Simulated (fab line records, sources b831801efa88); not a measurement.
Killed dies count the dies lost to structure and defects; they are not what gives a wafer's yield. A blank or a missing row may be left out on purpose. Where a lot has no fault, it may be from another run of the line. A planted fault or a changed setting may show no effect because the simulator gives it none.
Problem report in the 8D (eight disciplines) form, filled by code :: flow gf180mcu :: the parts of the form that need people (team, actions taken, sign-off) are left out

== 1. WHAT WENT WRONG ==
Across 6 wafers from 2 lots, NSD_RS at GF_PSD_RS_MEAS_14 averages 44.91 ohm/sq, while fault-free wafers read 46.15 ohm/sq with a standard deviation of 0.08. Measured from the usual mean, that is -15 standard deviations.
The step: measures by four-point-probe.
First observed at day 20 01:34: wafer L632.2, on film-metro-04. At this step, 36 wafers from 12 lots have a number in the record. The rule behind "out" and "out of limits": a value lying over 4 standard deviations away from the usual mean. The rest of the wafers with a number are treated as sound.

== 2. WHAT IT IS; WHAT IT IS NOT ==
question: which readings at this step
is: NSD_RS
is not: -

question: which lots
is: L632, L633
is not: L616, L619, L620, L622, L623, L625, L627, L631, L638, L639

question: which wafers of those lots
is: all that have a number
is not: -

question: read on which gauges
is: film-metro-01, film-metro-04
is not: film-metro-03

question: when
is: from day 20 01:34
is not: up to then (24 sound wafers); but 6 sound wafers of L638, L639 came after

== 3. WHAT RULES OUT EACH SUSPECT ==
Counting: a tool stays on the suspect list if, at a process step up to the reading, it processed all lots that are out and no sound lot following the first of them.
- ruled out: the gauge at GF_PSD_RS_MEAS_14. The wafers that are out were read on 2 gauges (film-metro-01, film-metro-04).
- implanter-01 at GF_NSD_IMPLANT_09: kept. All lots that are out passed through it, beginning with L632 at day 19 00:20, and no sound lot followed; its final sound lot before that point was L631 at day 18 15:54. On those wafers its own readings are out: beam-energy-keV.
Remaining after the count: implanter-01 at GF_NSD_IMPLANT_09.

== 4. THE CAUSE (what the simulator had put in) ==
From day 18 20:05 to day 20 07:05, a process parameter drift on implanter-01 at GF_NSD_IMPLANT_09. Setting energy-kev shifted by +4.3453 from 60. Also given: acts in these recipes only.
The count eliminated every tool but this one.

== 5. THE EFFECT CHAIN, in route order ==
One row per reading whose mean, taken over the struck wafers that have a number, lies over 3 standard deviations from the usual. Scope: only readings with a usual standard deviation given in the record; hours: median across lots of the time from each lot's start at the first step in this table that gives one to its start at this step; sigmas: change in usual standard deviations.
hours: 0
step: GF_NSD_IMPLANT_09
reading: beam-energy-keV
usual: 60.005
on struck wafers: 64.369
change: +4.364
sigmas: +99 or more

hours: 0
step: GF_NSD_STRIP_11
reading: strip-time-to-endpoint-s
usual: 22.96 s
on struck wafers: 23.52
change: +0.56
sigmas: +16

hours: 25
step: GF_PSD_RS_MEAS_14
reading: NSD_RS
usual: 46.15 ohm/sq
on struck wafers: 44.91
change: -1.24
sigmas: -15
Its process steps:
- GF_NSD_IMPLANT_09
- GF_NSD_STRIP_11: strips in O2/N2.

== 6. WHAT WOULD HAVE CAUGHT IT SOONER ==
Counted from the fault's start at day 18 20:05, it took 29 hours until the first out-of-limits reading at a measuring or inspecting step in this record, taken at day 20 01:34.
The tool's own readings at GF_NSD_IMPLANT_09 were out on every struck wafer that the step has a row for (beam-energy-keV): an alarm limit on them would have fired on the first of those.
Each of the lots that are out, 2 in all, had begun GF_NSD_IMPLANT_09 on implanter-01 no later than day 20 01:34. Tool hold at that time: it would have spared none of them.
